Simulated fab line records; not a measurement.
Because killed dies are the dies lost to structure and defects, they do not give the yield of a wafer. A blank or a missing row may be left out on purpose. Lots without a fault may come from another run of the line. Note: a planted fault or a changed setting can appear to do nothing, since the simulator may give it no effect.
Problem report in the 8D (eight disciplines) form, filled by code | flow sky130 | the parts of the form that need people (team, actions taken, sign-off) are left out

1. PROBLEM STATEMENT
SKY_PAD_OPEN_PROBE_99, killed-at-front-end: mean 49 over 1 wafer from 1 lot; wafers with no fault: 15, standard deviation 3.8. That puts it +8.9 standard deviations away from the usual mean.
The first sign was on wafer L747.5 at day 50 12:41, on prober-02. The record holds 15 wafers of 5 lots with a number at this step. By rule, "out" or "out of limits" means more than 4 standard deviations away from the usual mean. All remaining wafers that have a number are taken as sound.

2. WHAT THIS IS AND IS NOT
question                    | is                  | is not
which readings at this step | killed-at-front-end | killed_at_M0_to_M3, killed_at_M4_up, killed-at-contacts, killed-at-other, killed-short
which lots                  | L747                | L727, L731, L733, L739
which wafers of those lots  | L747.5              | L747.4, L747.6
read on which tools         | prober-02           | prober-01
when                        | from day 50 12:41   | up to then (13 sound wafers); but 1 sound wafer of L747 came after

3. THE SUSPECTS, EACH WITH WHAT RULES IT OUT
Counting: any tool at a process step up to the reading remains a suspect provided it ran every lot that is out. Sound lots after the first of them don't rule it out here, since some wafers of a struck lot are sound.
- rie-diel-01 at SKY_FIELD_ISO_ETCH_14 (etches BARC in N2/H2, stops on SiO2, time 45.9 s, target depth 60 nm): kept. It processed L747, the lot that is out, at day 6 13:15, and its most recent sound lot before then was L733 at day 3 13:50.
- rie-diel-01 at SKY_FIELD_ISO_ETCH_15 (etches the open film in CHF3/O2, stops on Si, target depth 180 nm, time 72 s): kept. It processed L747, the lot that is out, at day 6 13:17, and its most recent sound lot before then was L733 at day 3 13:53.
- plasma-asher-02 at SKY_FIELD_ISO_STRIP_16 (strips in O2/N2): kept. It processed L747, the lot that is out, at day 6 13:23, and its most recent sound lot before then was L731 at day 3 03:49.
- rie-si-01 at SKY_FIELD_ISO_ETCH_17 (etches Si in HBr/Cl2/O2, target depth 342 nm, time 97.7 s): kept. It processed L747, the lot that is out, at day 6 13:27, and its most recent sound lot before then was L731 at day 3 03:53.
- cmp-02 at SKY_FIELD_ISO_CMP_27 (polishes, stops on Si3N4, t overpolish 16 s, target thk 457.8 nm): kept. It processed L747, the lot that is out, at day 6 17:00, and its most recent sound lot before then was L731 at day 3 08:57.
- plasma-asher-03 at SKY_DNWELL_STRIP_08 (strips in O2/N2): kept. It processed L747, the lot that is out, at day 7 14:39, and its most recent sound lot before then was L733 at day 4 12:37.
- prober-02 at SKY_PAD_OPEN_PROBE_99: kept. It ran the lot that is out, L747 (day 50 12:38). Its own killed-at-front-end readings are out on those wafers.
- rie-diel-01, SKY_FIELD_ISO_ETCH_14: wafers that are out in chamber 2, sound lot-mates in chambers 0, 3.
- rie-diel-01, SKY_FIELD_ISO_ETCH_15: wafers that are out in chamber 2, sound lot-mates in chambers 0, 3.
- Within plasma-asher-02 at SKY_FIELD_ISO_STRIP_16, the wafers that are out were processed in chamber 1 and their sound lot-mates in chamber 0.
- rie-si-01, SKY_FIELD_ISO_ETCH_17: wafers that are out in chamber 0, sound lot-mates in chambers 2, 3.
Left after counting: rie-diel-01 at SKY_FIELD_ISO_ETCH_14, rie-diel-01 at SKY_FIELD_ISO_ETCH_15, plasma-asher-02 at SKY_FIELD_ISO_STRIP_16, rie-si-01 at SKY_FIELD_ISO_ETCH_17, cmp-02 at SKY_FIELD_ISO_CMP_27, plasma-asher-03 at SKY_DNWELL_STRIP_08, prober-02 at SKY_PAD_OPEN_PROBE_99.

4. THE CAUSE (what the simulator had put in)
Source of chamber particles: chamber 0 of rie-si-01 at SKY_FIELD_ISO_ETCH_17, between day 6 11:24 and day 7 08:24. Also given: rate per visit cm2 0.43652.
After counting, 7 suspects remain, this tool included.

5. SEQUENCE OF EFFECTS, ordered by route
Each row: a reading whose mean over the struck wafers that have a number lies more than 3 standard deviations from the usual. Scope: only readings with a usual standard deviation given in the record; hours: median across lots of the time from each lot's start at the first step in this table that gives one to its start at this step; sigmas: change in usual standard deviations.
hours | step                  | reading             | usual | on struck wafers | change | sigmas
0     | SKY_PAD_OPEN_PROBE_99 | killed-at-front-end | 15    | 49               | +34    | +8.9
Its process steps:
- SKY_PAD_OPEN_PROBE_99

6. HOW IT WOULD HAVE BEEN CAUGHT EARLIER
1057 hours passed between the start of the fault at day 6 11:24 and the first reading out of limits in this record, taken at day 50 12:41.
No tool reading at SKY_FIELD_ISO_ETCH_17 that has a usual standard deviation in the record was out on any struck wafer, so an alarm limit of 4 standard deviations on those readings would not have fired.
The start of SKY_FIELD_ISO_ETCH_17 on rie-si-01 came by day 50 12:41 for every one of the lots that are out (1). Tool hold at that time: it would have spared none of them.
